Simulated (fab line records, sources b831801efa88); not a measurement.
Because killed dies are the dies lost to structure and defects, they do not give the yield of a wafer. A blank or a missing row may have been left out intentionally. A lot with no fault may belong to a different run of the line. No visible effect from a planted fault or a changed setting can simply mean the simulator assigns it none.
Which tool did it? | flow sfq_line | 42 wafers from 15 lots sampled at 3 of the route's 325 steps

## WHAT THE GAUGES SHOWED, per wafer
Not one reading of a measure or inspect step in the record can be checked against a usual standard deviation.

## WHICH TOOL RAN EACH LOT (tool, then ch and the chambers of the sampled wafers, then the start)
lot  | SFQ_TRILAYER_I3_CMP_CMP_082   | SFQ_TRILAYER_I3_METRO_MEASURE_083 | SFQ_TRILAYER_I3_VIA_ETCH_VIA_ETCH_088
L168 | cmp-01 ch 1,2,3, day 28 22:41 | film_metro-04, day 29 00:30       | rie_diel-01 ch 1,2,3, day 35 01:39
L169 | cmp-01 ch 0,2, day 29 03:11   | film_metro-01, day 29 06:18       | rie_diel-04 ch 0,2, day 35 10:03
L170 | cmp-02 ch 0,2, day 29 06:37   | film_metro-04, day 29 09:14       | rie_diel-02 ch 0,1, day 35 13:39
L171 | cmp-02 ch 0,1, day 29 10:37   | film_metro-02, day 29 12:14       | rie_diel-04 ch 0,2, day 35 16:03
L172 | cmp-02 ch 0, day 31 02:36     | film_metro-01, day 31 05:37       | rie_diel-04 ch 2,3, day 37 10:18
L173 | cmp-02 ch 1,3, day 33 15:37   | film_metro-01, day 33 18:14       | rie_diel-02 ch 1,2,3, day 39 07:49
L179 | cmp-01 ch 0,3, day 35 15:13   | film_metro-02, day 35 18:20       | rie_diel-02 ch 1,2, day 41 14:53
L180 | cmp-02 ch 0,1, day 36 00:07   | film_metro-02, day 36 03:14       | rie_diel-02 ch 0,1, day 41 21:35
L182 | cmp-01 ch 0,1,3, day 36 10:13 | film_metro-01, day 36 12:44       | rie_diel-01 ch 0,1,3, day 42 06:59
L185 | cmp-02 ch 1,2, day 37 09:36   | film_metro-01, day 37 13:19       | rie_diel-04 ch 0,2,3, day 43 09:31
L186 | cmp-01 ch 0,3, day 37 18:13   | film_metro-01, day 37 21:20       | rie_diel-01 ch 0,1,2, day 43 13:07
L187 | cmp-01 ch 1,3, day 38 06:13   | film_metro-02, day 38 09:32       | rie_diel-01 ch 2,3, day 44 04:43
L188 | cmp-02 ch 1,3, day 38 09:36   | film_metro-04, day 38 13:07       | rie_diel-01 ch 0,2,3, day 44 09:31
L189 | cmp-02 ch 0,2,3, day 38 13:06 | film_metro-02, day 38 15:43       | rie_diel-02 ch 0,3, day 44 13:07
L190 | cmp-02 ch 0,3, day 38 16:06   | film_metro-01, day 38 19:19       | rie_diel-02 ch 0,1,2, day 44 17:55
- SFQ_TRILAYER_I3_CMP_CMP_082: polishes SiO2.
- SFQ_TRILAYER_I3_METRO_MEASURE_083
- SFQ_TRILAYER_I3_VIA_ETCH_VIA_ETCH_088: etches SiO2 in CHF3, stops on Nb, target depth 260 nm.

## AS READ BY THE TOOLS THEMSELVES (means over the sampled wafers that have a number; for cases with no such wafer, the mark the record gives instead)
SFQ_TRILAYER_I3_CMP_CMP_082. Usual: edge_zone_pressure_frac 1.000, standard deviation 0.0049; motor_current_A 10.6 A, standard deviation 0.55; time_to_endpoint_s 216 s, standard deviation 6.5.
lot  | tool   | edge_zone_pressure_frac | motor_current_A (A) | time_to_endpoint_s (s) | flag
L168 | cmp-01 | 0.998                   | 10.7                | 223                    |
L169 | cmp-01 | 1.004                   | 10.7                | 215                    |
L170 | cmp-02 | 0.998                   | 11.2                | 249                    | OFF
L171 | cmp-02 | 1.000                   | 10.1                | 281                    | OFF
L172 | cmp-02 | 0.998                   | 10.3                | 243                    | OFF
L173 | cmp-02 | 0.996                   | 10.5                | 221                    |
L179 | cmp-01 | 0.995                   | 10.3                | 209                    |
L180 | cmp-02 | 1.003                   | 9.9                 | 221                    |
L182 | cmp-01 | 1.001                   | 10.9                | 214                    |
L185 | cmp-02 | 0.998                   | 10.4                | 229                    |
L186 | cmp-01 | 0.995                   | 11.0                | 212                    |
L187 | cmp-01 | 0.999                   | 10.9                | 205                    |
L188 | cmp-02 | 1.004                   | 10.6                | 219                    |
L189 | cmp-02 | 1.001                   | 11.0                | 217                    |
L190 | cmp-02 | 0.995                   | 10.4                | 216                    |

SFQ_TRILAYER_I3_METRO_MEASURE_083. Usual: thk_nm 200.0 nm, standard deviation 0.94.
lot  | tool          | thk_nm (nm) | flag
L168 | film_metro-04 | 198.8       |
L169 | film_metro-01 | 199.5       |
L170 | film_metro-04 | 252.4       | OFF
L171 | film_metro-02 | 305.5       | OFF
L172 | film_metro-01 | 251.6       | OFF
L173 | film_metro-01 | 200.3       |
L179 | film_metro-02 | 199.6       |
L180 | film_metro-02 | 200.4       |
L182 | film_metro-01 | 199.6       |
L185 | film_metro-01 | 201.0       |
L186 | film_metro-01 | 200.5       |
L187 | film_metro-02 | 199.3       |
L188 | film_metro-04 | 200.8       |
L189 | film_metro-02 | 201.2       |
L190 | film_metro-01 | 199.5       |

SFQ_TRILAYER_I3_VIA_ETCH_VIA_ETCH_088. Usual: drypump_motor_current_A 5.6 A, standard deviation 0.43; oes_product_au 0.855 a.u., standard deviation 0.0054.
lot  | tool        | drypump_motor_current_A (A) | oes_product_au (a.u.) | flag
L168 | rie_diel-01 | 5.5                         | 0.854                 |
L169 | rie_diel-04 | 5.7                         | 0.852                 |
L170 | rie_diel-02 | 5.8                         | 0.934                 | OFF
L171 | rie_diel-04 | 5.8                         | 1.002                 | OFF
L172 | rie_diel-04 | 5.5                         | 0.926                 | OFF
L173 | rie_diel-02 | 5.3                         | 0.859                 |
L179 | rie_diel-02 | 5.3                         | 0.854                 |
L180 | rie_diel-02 | 5.9                         | 0.857                 |
L182 | rie_diel-01 | 5.6                         | 0.853                 |
L185 | rie_diel-04 | 5.8                         | 0.855                 |
L186 | rie_diel-01 | 5.8                         | 0.861                 |
L187 | rie_diel-01 | 5.3                         | 0.852                 |
L188 | rie_diel-01 | 5.6                         | 0.855                 |
L189 | rie_diel-02 | 6.0                         | 0.862                 |
L190 | rie_diel-02 | 5.7                         | 0.853                 |

## THE ANSWER, worked out from the rows above alone
Rule: lot off if the mean of its wafers having a number is beyond 3 standard deviations from the usual mean. A lot without any number at a reading at which 4 lots or more have one is off too. Where the step has rows for the other lots, those lots are counted as sound. After the gauges, taken in route order, come the tools' own readings; for these a lot's mean is taken, as printed above. The first step at which some lot is off is used, and at that step the reading that is off furthest; a lot without a number counts as furthest.
Off, at SFQ_TRILAYER_I3_CMP_CMP_082 on time_to_endpoint_s: L170, L171, L172.
A tool fits if, at that step or a process step before it, it ran every lot that is off, and no sound lot after the first of them. Of those tried, none fits.

## WHAT THE SIMULATOR HAD INSERTED
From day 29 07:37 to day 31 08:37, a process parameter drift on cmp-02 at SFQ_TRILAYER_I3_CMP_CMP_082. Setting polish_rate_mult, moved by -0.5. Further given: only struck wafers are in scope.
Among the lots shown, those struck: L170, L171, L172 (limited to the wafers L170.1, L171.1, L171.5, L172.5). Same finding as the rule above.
